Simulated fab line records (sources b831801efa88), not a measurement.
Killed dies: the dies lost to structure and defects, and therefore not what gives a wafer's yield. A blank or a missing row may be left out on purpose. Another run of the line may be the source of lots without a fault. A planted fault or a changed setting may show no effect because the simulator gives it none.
Chamber matching / flow gf180mcu / cmp-01 running GF_STI_CMP_25: 4 sister chambers
The step polishes, stops on Si3N4, t overpolish 33 s, target thk 524.6 nm. 14 wafers are shown with their chamber, then 6 later ones without.

## WAFERS WITH THEIR CHAMBER
wafer=L483.1; chamber=0; motor_current_A (A)=10.9; time_to_endpoint_s (s)=126
wafer=L483.2; chamber=3; motor_current_A (A)=12.7; time_to_endpoint_s (s)=126
wafer=L483.3; chamber=1; motor_current_A (A)=13.1; time_to_endpoint_s (s)=123
wafer=L484.1; chamber=1; motor_current_A (A)=12.8; time_to_endpoint_s (s)=123
wafer=L484.5; chamber=0; motor_current_A (A)=11.9; time_to_endpoint_s (s)=124
wafer=L484.6; chamber=1; motor_current_A (A)=12.9; time_to_endpoint_s (s)=119
wafer=L485.2; chamber=1; motor_current_A (A)=13.0; time_to_endpoint_s (s)=118
wafer=L485.5; chamber=0; motor_current_A (A)=11.5; time_to_endpoint_s (s)=113
wafer=L485.6; chamber=1; motor_current_A (A)=12.3; time_to_endpoint_s (s)=116
wafer=L487.2; chamber=1; motor_current_A (A)=12.5; time_to_endpoint_s (s)=120
wafer=L487.4; chamber=2; motor_current_A (A)=12.7; time_to_endpoint_s (s)=119
wafer=L487.6; chamber=1; motor_current_A (A)=11.9; time_to_endpoint_s (s)=117
wafer=L488.2; chamber=1; motor_current_A (A)=12.3; time_to_endpoint_s (s)=121
wafer=L488.3; chamber=0; motor_current_A (A)=12.5; time_to_endpoint_s (s)=123

SIGNATURES (averages over the wafers above)
reading=motor_current_A; chamber 0=11.700; chamber 1=12.600; chamber 2=12.700; chamber 3=12.700; scatter within a chamber=0.508
reading=time_to_endpoint_s; chamber 0=121.50; chamber 1=119.62; chamber 2=119.00; chamber 3=126.00; scatter within a chamber=3.86
Rule: a wafer lies at a distance from a chamber equal to the root of the sum of squares, over the readings, of (its reading less the chamber's mean, divided by the reading's scatter). The wafer belongs to the nearest chamber; if the next one is less than 2 further off, it can't be placed. How the scatter is found: for the shown wafers, subtract from each reading the mean of its chamber, square and add these, divide the total by (wafers less chambers), then take the root.

## WAFERS WHOSE CHAMBER IS MISSING
wafer=L488.4; motor_current_A (A)=12.5; time_to_endpoint_s (s)=125
wafer=L491.1; motor_current_A (A)=12.7; time_to_endpoint_s (s)=129
wafer=L491.2; motor_current_A (A)=11.3; time_to_endpoint_s (s)=125
wafer=L491.3; motor_current_A (A)=13.0; time_to_endpoint_s (s)=120
wafer=L494.2; motor_current_A (A)=12.2; time_to_endpoint_s (s)=124
wafer=L494.3; motor_current_A (A)=12.9; time_to_endpoint_s (s)=119

## THE CHAMBER EACH PASSED THROUGH
wafer=L488.4; from the rows above=can't be placed: 3 or 1 or 2 or 0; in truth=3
wafer=L491.1; from the rows above=can't be placed: 3 or 1 or 2 or 0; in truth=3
wafer=L491.2; from the rows above=can't be placed: 0 or 3 or 1 or 2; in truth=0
wafer=L491.3; from the rows above=can't be placed: 2 or 1 or 3 or 0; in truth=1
wafer=L494.2; from the rows above=can't be placed: 3 or 0 or 1 or 2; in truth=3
wafer=L494.3; from the rows above=can't be placed: 2 or 1 or 3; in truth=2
Placed correctly: 0 of 6. Unplaceable from these rows: 6, with the true chamber sitting among the candidates in 6. Number placed wrongly: 0.
